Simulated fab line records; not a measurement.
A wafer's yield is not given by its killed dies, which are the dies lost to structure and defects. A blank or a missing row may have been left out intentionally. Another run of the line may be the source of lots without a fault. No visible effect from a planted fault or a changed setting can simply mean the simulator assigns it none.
fab line records	flow sky130
record lots=5	wafers=23
route steps=708 shown VT_ADJUST_LVTN@111 VT_ADJUST_NCORE@123 VT_ADJUST_HVTR@135 VT_ADJUST_PCH@151 SONOS_TUNNEL@156 SONOS_ONO@168 GATE_OXIDE@188
startH: the number of hours between the record's first day and the start of the first shown wafer of the lot	waitH: how many hours have passed since the lot's step before this one	" the same as in the row above	L1.1+2: several wafers, shown together as one row	- value missing, or start not given	* or withheld: withheld	< > ~ a bound
route shown NAME@n: a module of which the file shows steps, and the number in the route of the first	usual: mean/standard deviation of fault-free wafers	same: alike in all rows	chamber/n: place in a boat	sites: readings site by site	_std_site: standard deviation across them	_edge_site: the outer-site mean with the inner-site mean subtracted	radiusMm: for every site, how far away it sits from the centre of the wafer	mask NAME#n: copy n	behind: the tool/chamber that last shaped the wafer	hold: what put the lot on hold/how long, in hours/how the hold closed	device: transistor that didn't switch, given as n, p or np	end of line: tests run on the same wafers once the route is complete	a step given without rows: its recipe and nothing more	killed: the dies lost at the first sort to structure and to defects; this is not the yield of the wafer	map: a wafer's dies, x killed, . not, _ none there
set.NAME: setting as actually run; set.NAME@STEP: the setting as run at that earlier step	model.NAME: the simulator's own value behind a step, which no gauge read
lots with deliberately changed settings; one table per step, one row per wafer
## steps
# step SKY_VT_ADJUST_LVTN_SOFTBAKE_14
# recipe tempC=90	timeS=60	resist=NOVOLAK
lot.wafer	tool	chamber	startH	waitH	set.tempC
L074.1+5	lithoTrack-03	0	163.54	0.1	90
L074.2+3+4	"	0	"	"	88.95
L075.1+4+5	lithoTrack-04	0	171.76	0.1	90
L077.1+5	lithoTrack-04	0	173.91	0.1	86.36
L077.2+4+6	"	0	"	"	90
L080.2+3+4+5+6	lithoTrack-04	0	193.93	0.1	90
L084.1+2+3+5+6	lithoTrack-03	0	218.19	0.1	90
# step SKY_VT_ADJUST_LVTN_EXPOSE_15
# recipe maskId=HVN_STD_DERIVED	na=0.6	sourceShape=conventional	sigmaOuter=0.6	polarization=unpolarized	targetCdNm=600	doseMj=163
# step SKY_VT_ADJUST_LVTN_PEB_16
# recipe tempC=withheld	timeS=*	resist=NOVOLAK
# step SKY_VT_ADJUST_LVTN_DEVELOP_17
# recipe resist=NOVOLAK	developer=TMAH	developTimeS=60	devTempC=23
lot.wafer	tool	chamber	startH	waitH	set.tempC@VT_ADJUST_LVTN_SOFTBAKE_14	model.NOVOLAK_of_VT_ADJUST_LVTN_COAT_13.thkNm
L074.1	lithoTrack-01	0	173.32	0.1	90	1136
L074.2	"	0	"	"	88.95	1137
L074.3+4	"	0	"	"	88.95	1140
L074.5	"	0	"	"	90	1137
L075.1	lithoTrack-04	0	181.21	0.1	90	1134
L075.4	"	0	"	"	90	1132
L075.5	"	0	"	"	90	1135
L077.1	lithoTrack-01	0	184.02	0.1	86.36	1144
L077.2+6	"	0	"	"	90	1133
L077.4	"	0	"	"	90	1132
L077.5	"	0	"	"	86.36	1145
L080.2	lithoTrack-01	0	204.30	0.1	90	1137
L080.3+4+6	"	0	"	"	90	1134
L080.5	"	0	"	"	90	1132
L084.1+2+5	lithoTrack-03	0	228.79	0.1	90	1137
L084.3	"	0	"	"	90	1135
L084.6	"	0	"	"	90	1140
# step SKY_VT_ADJUST_LVTN_IMPLANT_19
# recipe species=B	energyKev=29.68	doseCm2=6.5e+11	tiltDeg=withheld
# step SKY_VT_ADJUST_LVTN_STRIP_20
# recipe chemistry=O2/N2	powerW=1400	pressureMtorr=1500	platenTempC=withheld	o2FlowSccm=3000	n2FlowSccm=300	overashFraction=0.5
# usual stripTimeToEndpointS=14.13/0.033
lot.wafer	tool	chamber	startH	waitH	set.tempC@VT_ADJUST_LVTN_SOFTBAKE_14	stripTimeToEndpointS
L074.1	plasmaAsher-01	1	173.66	0.1	90	14.14
L074.2	"	0	"	"	88.95	14.14
L074.3	"	0	"	"	88.95	14.19
L074.4	"	1	"	"	88.95	14.18
L074.5	"	1	"	"	90	14.13
L075.1	plasmaAsher-03	0	181.54	0.1	90	14.12
L075.4	"	0	"	"	90	14.09
L075.5	"	1	"	"	90	14.13
L077.1	plasmaAsher-03	1	184.36	0.1	86.36	14.22
L077.2	"	0	"	"	90	14.10
L077.4	"	1	"	"	90	14.10
L077.5	"	0	"	"	86.36	14.25
L077.6	"	1	"	"	90	14.10
L080.2	plasmaAsher-04	1	204.61	0.1	90	14.13
L080.3	"	0	"	"	90	14.09
L080.4	"	1	"	"	90	14.12
L080.5	"	1	"	"	90	14.10
L080.6	"	0	"	"	90	14.09
L084.1	plasmaAsher-04	0	229.12	0.1	90	14.15
L084.2	"	1	"	"	90	14.14
L084.3	"	0	"	"	90	14.12
L084.5	"	1	"	"	90	14.15
L084.6	"	0	"	"	90	14.17
# step SKY_VT_ADJUST_NCORE_EXPOSE_04
# recipe maskId=LVTN_COMPLEMENT_THIN	na=0.6	sourceShape=conventional	sigmaOuter=0.6	polarization=unpolarized	targetCdNm=380	doseMj=139
lot.wafer	tool	chamber	startH	waitH	mask	set.doseMj
L074.1+2+3+4+5	ilineStepper-02	0	-	-	LVTN_COMPLEMENT_THIN#0	139
L075.1+4+5	ilineStepper-02	0	-	-	LVTN_COMPLEMENT_THIN#0	139
L077.1+2+4	ilineStepper-02	0	-	-	LVTN_COMPLEMENT_THIN#0	139
L077.5+6	"	0	"	"	LVTN_COMPLEMENT_THIN#0	147.2
L080.2+5	ilineStepper-01	0	-	-	LVTN_COMPLEMENT_THIN#0	144.9
L080.3+4+6	"	0	"	"	LVTN_COMPLEMENT_THIN#0	139
L084.1+3	ilineStepper-01	0	-	-	LVTN_COMPLEMENT_THIN#0	139
L084.2+5+6	"	0	"	"	LVTN_COMPLEMENT_THIN#0	135.8
# step SKY_VT_ADJUST_NCORE_PEB_05
# recipe tempC=withheld	timeS=*	resist=NOVOLAK
# step SKY_VT_ADJUST_NCORE_DEVELOP_06
# recipe resist=NOVOLAK	developer=TMAH	developTimeS=60	devTempC=23
# step SKY_VT_ADJUST_NCORE_CD_MEAS_07
# recipe targetCdNm=380
# usual cdNm=379.8/2.5
lot.wafer	tool	chamber	startH	waitH	set.doseMj@VT_ADJUST_NCORE_EXPOSE_04	cdNm
L074.1	cdSem-02	-	194.46	0.2	139	380.4
L074.2	"	-	"	"	139	382.8
L074.3	"	-	"	"	139	381.6
L074.4	"	-	"	"	139	380.7
L074.5	"	-	"	"	139	379.4
L075.1	cdSem-01	-	203.52	0.1	139	379.0
L075.4	"	-	"	"	139	379.0
L075.5	"	-	"	"	139	378.3
L077.1	cdSem-02	-	205.52	0.1	139	383.2
L077.2	"	-	"	"	139	381.9
L077.4	"	-	"	"	139	384.5
L077.5	"	-	"	"	147.2	401.2
L077.6	"	-	"	"	147.2	400.4
L080.2	cdSem-02	-	226.55	0.1	144.9	392.0
L080.3	"	-	"	"	139	378.9
L080.4	"	-	"	"	139	380.6
L080.5	"	-	"	"	144.9	390.3
L080.6	"	-	"	"	139	379.0
L084.1	cdSem-02	-	254.06	0.1	139	374.6
L084.2	"	-	"	"	135.8	370.1
L084.3	"	-	"	"	139	376.8
L084.5	"	-	"	"	135.8	370.0
L084.6	"	-	"	"	135.8	369.9
# step SKY_VT_ADJUST_NCORE_IMPLANT_09
# recipe species=B	energyKev=10	doseCm2=2.4e+12	tiltDeg=withheld
lot.wafer	tool	chamber	startH	waitH	set.energyKev	model.implant.rpNm	model.implant.drpNm
L074.1+2+3	implanter-04	0	194.61	0.0	10.57	34.25	17.79
L074.4+5	"	0	"	"	10	32.43	17.11
L075.1+4+5	implanter-01	0	203.68	0.0	10	33.81	17.11
L077.1+2+6	implanter-01	0	205.68	0.0	10	32.36	17.11
L077.4+5	"	0	"	"	9.776	31.77	16.85
L080.2+3+4+5+6	implanter-01	0	226.71	0.0	10	31.41	17.11
L084.1+2	implanter-03	0	254.21	0.0	9.617	31.79	16.65
L084.3+5+6	"	0	"	"	10	32.82	17.11
# step SKY_VT_ADJUST_HVTR_EXPOSE_04
# recipe maskId=HVTRM	targetCdNm=380	na=0.6	sourceShape=conventional	sigmaOuter=0.6	doseMj=150
lot.wafer	tool	chamber	startH	waitH	mask	set.doseMj
L074.1+3+5	ilineStepper-02	0	-	-	HVTRM#0	159.2
L074.2+4	"	0	"	"	HVTRM#0	150
L075.1+4+5	ilineStepper-01	0	-	-	HVTRM#0	150
L077.1+2	ilineStepper-01	0	-	-	HVTRM#0	141.5
L077.4+5+6	"	0	"	"	HVTRM#0	150
L080.2+3+5	ilineStepper-01	0	-	-	HVTRM#0	154.2
L080.4+6	"	0	"	"	HVTRM#0	150
L084.1+2+3+5+6	ilineStepper-02	0	-	-	HVTRM#0	150
# step SKY_VT_ADJUST_HVTR_PEB_05
# recipe tempC=withheld	timeS=*	resist=NOVOLAK
# step SKY_VT_ADJUST_HVTR_DEVELOP_06
# recipe developTimeS=57.6	devTempC=23
lot.wafer	tool	chamber	startH	waitH	set.doseMj@VT_ADJUST_HVTR_EXPOSE_04	model.VT_ADJUST_HVTR.cdNm
L074.1	lithoTrack-02	0	216.78	0.1	159.2	396.7
L074.2	"	0	"	"	150	379.1
L074.3+5	"	0	"	"	159.2	398.8
L074.4	"	0	"	"	150	379.5
L075.1	lithoTrack-02	0	225.13	0.1	150	381.6
L075.4	"	0	"	"	150	381.4
L075.5	"	0	"	"	150	380.4
L077.1	lithoTrack-03	0	227.84	0.1	141.5	364.1
L077.2	"	0	"	"	141.5	362.9
L077.4	"	0	"	"	150	379.7
L077.5	"	0	"	"	150	377.5
L077.6	"	0	"	"	150	381.2
L080.2	lithoTrack-02	0	250.65	0.1	154.2	389
L080.3	"	0	"	"	154.2	386.6
L080.4	"	0	"	"	150	378.4
L080.5	"	0	"	"	154.2	387.5
L080.6	"	0	"	"	150	377.3
L084.1	lithoTrack-03	0	278.49	0.1	150	383.7
L084.2	"	0	"	"	150	380.2
L084.3	"	0	"	"	150	381.1
L084.5	"	0	"	"	150	382.9
L084.6	"	0	"	"	150	379.6
# step SKY_VT_ADJUST_HVTR_CD_MEAS_07
# recipe targetCdNm=380
# usual cdNm=379.8/2.5
lot.wafer	tool	chamber	startH	waitH	set.doseMj@VT_ADJUST_HVTR_EXPOSE_04	cdNm
L074.1	cdSem-01	-	216.93	0.1	159.2	396.8
L074.2	"	-	"	"	150	379.1
L074.3	"	-	"	"	159.2	398.8
L074.4	"	-	"	"	150	379.5
L074.5	"	-	"	"	159.2	398.9
L075.1	cdSem-02	-	225.28	0.1	150	381.3
L075.4	"	-	"	"	150	381.0
L075.5	"	-	"	"	150	380.3
L077.1	cdSem-02	-	227.99	0.1	141.5	364.1
L077.2	"	-	"	"	141.5	362.9
L077.4	"	-	"	"	150	379.3
L077.5	"	-	"	"	150	377.5
L077.6	"	-	"	"	150	381.3
L080.2	cdSem-01	-	250.80	0.1	154.2	389.2
L080.3	"	-	"	"	154.2	386.5
L080.4	"	-	"	"	150	378.6
L080.5	"	-	"	"	154.2	387.5
L080.6	"	-	"	"	150	377.5
L084.1	cdSem-02	-	278.64	0.1	150	383.9
L084.2	"	-	"	"	150	380.3
L084.3	"	-	"	"	150	381.0
L084.5	"	-	"	"	150	382.9
L084.6	"	-	"	"	150	379.3
# step SKY_VT_ADJUST_PCH_IMPLANT_08
# recipe species=B	energyKev=10	doseCm2=5e+11	tiltDeg=withheld
lot.wafer	tool	chamber	startH	waitH	set.energyKev	model.implant.rpNm	model.implant.drpNm
L074.1+2+3+4+5	implanter-04	0	241.22	0.0	10	32.34	17.11
L075.1+4+5	implanter-02	0	249.51	0.0	10	32.46	17.11
L077.1+4+6	implanter-01	0	252.37	0.0	10	33.29	17.11
L077.2+5	"	0	"	"	9.619	32.25	16.66
L080.2+6	implanter-04	0	275.09	0.0	10	32.68	17.11
L080.3+4+5	"	0	"	"	10.52	34.36	17.73
L084.1+3+5	implanter-01	0	303.22	0.0	10	33.19	17.11
L084.2+6	"	0	"	"	10.15	33.69	17.29
# step SKY_SONOS_TUNNEL_COAT_02
# recipe resist=NOVOLAK	spinRpm=3000	resistThkNm=1140
lot.wafer	tool	chamber	startH	waitH	set.resistThkNm	model.NOVOLAK_of_SONOS_TUNNEL_COAT_02.thkNm
L074.1	lithoTrack-03	0	252.99	0.1	1140	1138
L074.2	"	0	"	"	1162	1161
L074.3	"	0	"	"	1140	1135
L074.4	"	0	"	"	1162	1158
L074.5	"	0	"	"	1162	1159
L075.1	lithoTrack-04	0	261.81	0.1	1140	1131
L075.4+5	"	0	"	"	1140	1135
L077.1	lithoTrack-03	0	265.34	0.1	1140	1140
L077.2	"	0	"	"	1140	1139
L077.4	"	0	"	"	1091	1090
L077.5	"	0	"	"	1140	1137
L077.6	"	0	"	"	1091	1088
L080.2+6	lithoTrack-04	0	286.93	0.1	1140	1131
L080.3	"	0	"	"	1140	1137
L080.4	"	0	"	"	1140	1134
L080.5	"	0	"	"	1140	1135
L084.1	lithoTrack-04	0	315.91	0.1	1077	1074
L084.2	"	0	"	"	1140	1137
L084.3	"	0	"	"	1140	1138
L084.5	"	0	"	"	1077	1073
L084.6	"	0	"	"	1077	1072
# step SKY_SONOS_TUNNEL_SOFTBAKE_03
# recipe tempC=90	timeS=60	resist=NOVOLAK
# step SKY_SONOS_TUNNEL_EXPOSE_04
# recipe maskId=TUNM	na=0.6	sourceShape=conventional	sigmaOuter=0.6	polarization=unpolarized	targetCdNm=410	doseMj=136
# step SKY_SONOS_TUNNEL_PEB_05
# recipe tempC=withheld	timeS=*	resist=NOVOLAK
# step SKY_SONOS_TUNNEL_DEVELOP_06
# recipe resist=NOVOLAK	developer=TMAH	developTimeS=60	devTempC=23
# step SKY_SONOS_TUNNEL_CD_MEAS_07
# recipe targetCdNm=410
# usual cdNm=410.8/2.4
lot.wafer	tool	chamber	startH	waitH	set.resistThkNm@SONOS_TUNNEL_COAT_02	cdNm
L074.1	cdSem-02	-	266.02	0.1	1140	411.8
L074.2	"	-	"	"	1162	409.5
L074.3	"	-	"	"	1140	412.9
L074.4	"	-	"	"	1162	410.7
L074.5	"	-	"	"	1162	407.9
L075.1	cdSem-02	-	274.54	0.1	1140	414.9
L075.4	"	-	"	"	1140	412.3
L075.5	"	-	"	"	1140	414.1
L077.1	cdSem-02	-	277.24	0.1	1140	412.3
L077.2	"	-	"	"	1140	413.3
L077.4	"	-	"	"	1091	417.6
L077.5	"	-	"	"	1140	412.8
L077.6	"	-	"	"	1091	415.0
L080.2	cdSem-01	-	299.99	0.1	1140	411.1
L080.3	"	-	"	"	1140	412.6
L080.4	"	-	"	"	1140	412.7
L080.5	"	-	"	"	1140	411.6
L080.6	"	-	"	"	1140	413.2
L084.1	cdSem-01	-	329.17	0.1	1077	417.6
L084.2	"	-	"	"	1140	410.8
L084.3	"	-	"	"	1140	411.6
L084.5	"	-	"	"	1077	418.2
L084.6	"	-	"	"	1077	414.8
# step SKY_SONOS_ONO_OXIDATION_00
# recipe tempC=800	ambient=O2	idleTempC=700	rampUpCPerMin=10	rampDownCPerMin=3	stabiliseS=600	purgeS=300	targetThkA=26	oxTimeS=1249
lot.wafer	tool	chamber	startH	waitH	set.oxTimeS	model.SiO2_of_SONOS_ONO_OXIDATION_00.thkNm
L074.1	-	-	-	5.1	1249	2.47
L074.2	"	-	"	"	1249	2.515
L074.3	"	-	"	"	1249	2.5
L074.4	"	-	"	"	1249	2.469
L074.5	"	-	"	"	1249	2.468
L075.1	furnace-02	0	278.51	3.3	1249	2.567
L075.4	"	0	"	"	1249	2.625
L075.5	"	0	"	"	1249	2.585
L077.1+4	-	-	-	0.5	1070	2.372
L077.2	"	-	"	"	1070	2.352
L077.5	"	-	"	"	1070	2.309
L077.6	"	-	"	"	1070	2.369
L080.2	-	-	-	1.0	1337	2.691
L080.3	"	-	"	"	1337	2.704
L080.4	"	-	"	"	1337	2.707
L080.5	"	-	"	"	1337	2.71
L080.6	"	-	"	"	1337	2.75
L084.1	-	-	-	0.0	1432	2.862
L084.2	"	-	"	"	1432	2.856
L084.3	"	-	"	"	1432	2.866
L084.5	"	-	"	"	1432	2.87
L084.6	"	-	"	"	1432	2.89
# step SKY_SONOS_ONO_COAT_08
# recipe resist=NOVOLAK	spinRpm=3000	resistThkNm=1140
lot.wafer	tool	chamber	startH	waitH	set.resistThkNm	model.NOVOLAK_of_SONOS_ONO_COAT_08.thkNm
L074.1+5	lithoTrack-02	0	288.03	0.1	1194	1192
L074.2	"	0	"	"	1194	1190
L074.3	"	0	"	"	1140	1137
L074.4	"	0	"	"	1140	1138
L075.1	lithoTrack-04	0	294.81	0.1	1140	1139
L075.4	"	0	"	"	1140	1136
L075.5	"	0	"	"	1140	1137
L077.1+5	lithoTrack-02	0	294.83	0.1	1186	1186
L077.2	"	0	"	"	1140	1137
L077.4	"	0	"	"	1140	1138
L077.6	"	0	"	"	1140	1136
L080.2	lithoTrack-02	0	319.35	0.1	1140	1139
L080.3+4+6	"	0	"	"	1140	1141
L080.5	"	0	"	"	1140	1145
L084.1	lithoTrack-01	0	442.47	0.1	1140	1142
L084.2	"	0	"	"	1174	1176
L084.3	"	0	"	"	1174	1177
L084.5	"	0	"	"	1174	1175
L084.6	"	0	"	"	1140	1140
# step SKY_SONOS_ONO_ETCH_15
# recipe targetDepthNm=19.52	chemistry=CHF3/O2	sourceW=600	biasW=200	pressureMtorr=40	chf3FlowSccm=50	O2_flow_sccm=5	timeS=7.8
lot.wafer	tool	chamber	startH	waitH	set.timeS	model.SONOS_ONO.featureDepthNm
L074.1	rieDiel-04	2	301.18	0.0	7.8	19.77
L074.2	"	3	"	"	6.745	17.02
L074.3	"	1	"	"	6.745	16.92
L074.4	"	0	"	"	7.8	20.03
L074.5	"	2	"	"	6.745	17.08
L075.1	rieDiel-04	0	307.38	0.0	7.8	19.76
L075.4	"	2	"	"	7.8	19.6
L075.5	"	1	"	"	7.8	19.37
L077.1	rieDiel-03	2	307.56	0.0	7.286	18.4
L077.2	"	1	"	"	7.8	19.68
L077.4	"	1	"	"	7.286	18.35
L077.5	"	3	"	"	7.8	19.93
L077.6	"	2	"	"	7.8	19.75
L080.2	rieDiel-01	0	332.03	0.0	7.8	19.64
L080.3	"	2	"	"	7.8	19.17
L080.4	"	1	"	"	7.169	18.21
L080.5	"	2	"	"	7.169	17.61
L080.6	"	1	"	"	7.8	19.97
L084.1	rieDiel-03	0	460.41	0.0	7.8	19.52
L084.2	"	1	"	"	7.8	19.41
L084.3	"	3	"	"	7.8	19.13
L084.5	"	3	"	"	7.8	19.16
L084.6	"	0	"	"	7.8	19.45
# step SKY_SONOS_ONO_WET_ETCH_16
# recipe chemistry=dHF	targetDepthNm=14	dry=n2Spin	target=SiO2	dilution=100:1	tempC=25	timeS=280
# step SKY_SONOS_ONO_STRIP_17
# recipe chemistry=O2/N2	powerW=1400	pressureMtorr=1500	platenTempC=withheld	o2FlowSccm=3000	n2FlowSccm=300	overashFraction=0.5
# usual stripTimeToEndpointS=14.092/0.028
lot.wafer	tool	chamber	startH	waitH	set.resistThkNm@SONOS_ONO_COAT_08	stripTimeToEndpointS
L074.1	plasmaAsher-04	0	301.29	0.0	1194	14.677
L074.2	"	1	"	"	1194	14.677
L074.3	"	0	"	"	1140	14.104
L074.4	"	1	"	"	1140	14.059
L074.5	"	1	"	"	1194	14.687
L075.1	plasmaAsher-04	0	307.49	0.0	1140	14.078
L075.4	"	1	"	"	1140	14.034
L075.5	"	1	"	"	1140	14.069
L077.1	plasmaAsher-03	0	307.67	0.0	1186	14.598
L077.2	"	1	"	"	1140	14.063
L077.4	"	0	"	"	1140	14.079
L077.5	"	0	"	"	1186	14.608
L077.6	"	1	"	"	1140	14.035
L080.2	plasmaAsher-01	1	332.16	0.0	1140	14.071
L080.3	"	1	"	"	1140	14.099
L080.4	"	0	"	"	1140	14.129
L080.5	"	1	"	"	1140	14.174
L080.6	"	0	"	"	1140	14.093
L084.1	plasmaAsher-04	0	460.52	0.0	1140	14.129
L084.2	"	1	"	"	1174	14.482
L084.3	"	1	"	"	1174	14.503
L084.5	"	0	"	"	1174	14.466
L084.6	"	1	"	"	1140	14.103
# step SKY_GATE_OXIDE_OXIDATION_01
# recipe tempC=900	ambient=O2	stabiliseS=600	purgeS=300	targetThkA=102.68	oxTimeS=1473
lot.wafer	tool	chamber	startH	waitH	set.oxTimeS	model.SiO2_of_GATE_OXIDE_OXIDATION_01.thkNm
L074.1+3	-	-	-	1.5	1361	9.884
L074.2	"	-	"	"	1361	9.758
L074.4	"	-	"	"	1361	9.833
L074.5	"	-	"	"	1361	9.857
L075.1	furnace-02	0	307.81	0.1	1473	10.22
L075.4	"	0	"	"	1473	10.1
L075.5	"	0	"	"	1473	10.08
L077.1	-	-	-	0.7	1473	10.56
L077.2	"	-	"	"	1473	10.53
L077.4	"	-	"	"	1473	10.74
L077.5	"	-	"	"	1473	10.64
L077.6	"	-	"	"	1473	10.55
L080.2	-	-	-	0.7	1619	11.23
L080.3	"	-	"	"	1619	11.15
L080.4	"	-	"	"	1619	11.2
L080.5	"	-	"	"	1619	11.25
L080.6	"	-	"	"	1619	11.3
L084.1+2	-	-	-	2.4	1473	10.39
L084.3	"	-	"	"	1473	10.46
L084.5	"	-	"	"	1473	10.48
L084.6	"	-	"	"	1473	10.45
# step SKY_GATE_OXIDE_THK_MEAS_02
# recipe reads=SiO2_of_GATE_OXIDE_OXIDATION_01
# usual GATE_OXIDE_OXIDATION_00_THK=10.29/0.2
lot.wafer	tool	chamber	startH	waitH	set.oxTimeS@GATE_OXIDE_OXIDATION_01	GATE_OXIDE_OXIDATION_00_THK[nm]
L074.1	filmMetro-04	-	-	-	1361	9.88
L074.2	"	-	"	"	1361	9.79
L074.3	"	-	"	"	1361	9.91
L074.4	"	-	"	"	1361	9.84
L074.5	"	-	"	"	1361	9.84
L075.1	filmMetro-02	-	309.22	0.0	1473	10.26
L075.4	"	-	"	"	1473	10.14
L075.5	"	-	"	"	1473	10.07
L077.1	filmMetro-02	-	-	-	1473	10.56
L077.2	"	-	"	"	1473	10.52
L077.4	"	-	"	"	1473	10.76
L077.5	"	-	"	"	1473	10.66
L077.6	"	-	"	"	1473	10.57
L080.2	filmMetro-02	-	-	-	1619	11.24
L080.3	"	-	"	"	1619	11.12
L080.4	"	-	"	"	1619	11.19
L080.5	"	-	"	"	1619	11.23
L080.6	"	-	"	"	1619	11.26
L084.1	filmMetro-03	-	-	-	1473	10.43
L084.2	"	-	"	"	1473	10.42
L084.3	"	-	"	"	1473	10.41
L084.5	"	-	"	"	1473	10.51
L084.6	"	-	"	"	1473	10.45
## key
split step=SKY_VT_ADJUST_LVTN_SOFTBAKE_14	setting=tempC	stated=90	by=wafer
response step=SKY_VT_ADJUST_LVTN_DEVELOP_17	reading=model.NOVOLAK_of_VT_ADJUST_LVTN_COAT_13.thkNm	change=-2.9	per=1%	r=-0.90
response step=SKY_VT_ADJUST_LVTN_STRIP_20	reading=stripTimeToEndpointS	change=*	per=1%	r=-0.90
split step=SKY_VT_ADJUST_NCORE_EXPOSE_04	setting=doseMj	stated=139	by=wafer
response step=SKY_VT_ADJUST_NCORE_CD_MEAS_07	reading=cdNm	change=+2.86	per=1%	r=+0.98
split step=SKY_VT_ADJUST_NCORE_IMPLANT_09	setting=energyKev	stated=10	by=wafer
response step=SKY_VT_ADJUST_NCORE_IMPLANT_09	reading=model.implant.rpNm	change=+0.3	per=1%	r=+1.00
response step=SKY_VT_ADJUST_NCORE_IMPLANT_09	reading=model.implant.drpNm	change=+0.119	per=1%	r=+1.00
split step=SKY_VT_ADJUST_HVTR_EXPOSE_04	setting=doseMj	stated=150	by=wafer
response step=SKY_VT_ADJUST_HVTR_DEVELOP_06	reading=model.VT_ADJUST_HVTR.cdNm	change=+3.01	per=1%	r=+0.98
response step=SKY_VT_ADJUST_HVTR_CD_MEAS_07	reading=cdNm	change=+3	per=1%	r=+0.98
split step=SKY_VT_ADJUST_PCH_IMPLANT_08	setting=energyKev	stated=10	by=wafer
response step=SKY_VT_ADJUST_PCH_IMPLANT_08	reading=model.implant.rpNm	change=+0.306	per=1%	r=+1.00
response step=SKY_VT_ADJUST_PCH_IMPLANT_08	reading=model.implant.drpNm	change=+0.119	per=1%	r=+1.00
split step=SKY_SONOS_TUNNEL_COAT_02	setting=resistThkNm	stated=1140	by=wafer
response step=SKY_SONOS_TUNNEL_COAT_02	reading=model.NOVOLAK_of_SONOS_TUNNEL_COAT_02.thkNm	change=+11.7	per=1%	r=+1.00
response step=SKY_SONOS_TUNNEL_CD_MEAS_07	reading=cdNm	change=-0.994	per=1%	r=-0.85
split step=SKY_SONOS_ONO_OXIDATION_00	setting=oxTimeS	stated=1249	by=lot
response step=SKY_SONOS_ONO_OXIDATION_00	reading=model.SiO2_of_SONOS_ONO_OXIDATION_00.thkNm	change=+0.0179	per=1%	r=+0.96
split step=SKY_SONOS_ONO_COAT_08	setting=resistThkNm	stated=1140	by=wafer
response step=SKY_SONOS_ONO_COAT_08	reading=model.NOVOLAK_of_SONOS_ONO_COAT_08.thkNm	change=+11.7	per=1%	r=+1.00
response step=SKY_SONOS_ONO_STRIP_17	reading=stripTimeToEndpointS	change=*	per=1%	r=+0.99
split step=SKY_SONOS_ONO_ETCH_15	setting=timeS	stated=7.8	by=wafer
response step=SKY_SONOS_ONO_ETCH_15	reading=model.SONOS_ONO.featureDepthNm	change=+0.213	per=1%	r=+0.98
split step=SKY_GATE_OXIDE_OXIDATION_01	setting=oxTimeS	stated=1473	by=lot
response step=SKY_GATE_OXIDE_OXIDATION_01	reading=model.SiO2_of_GATE_OXIDE_OXIDATION_01.thkNm	change=+0.079	per=1%	r=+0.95
response step=SKY_GATE_OXIDE_THK_MEAS_02	reading=GATE_OXIDE_OXIDATION_00_THK	change=+0.0774	per=1%	r=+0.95
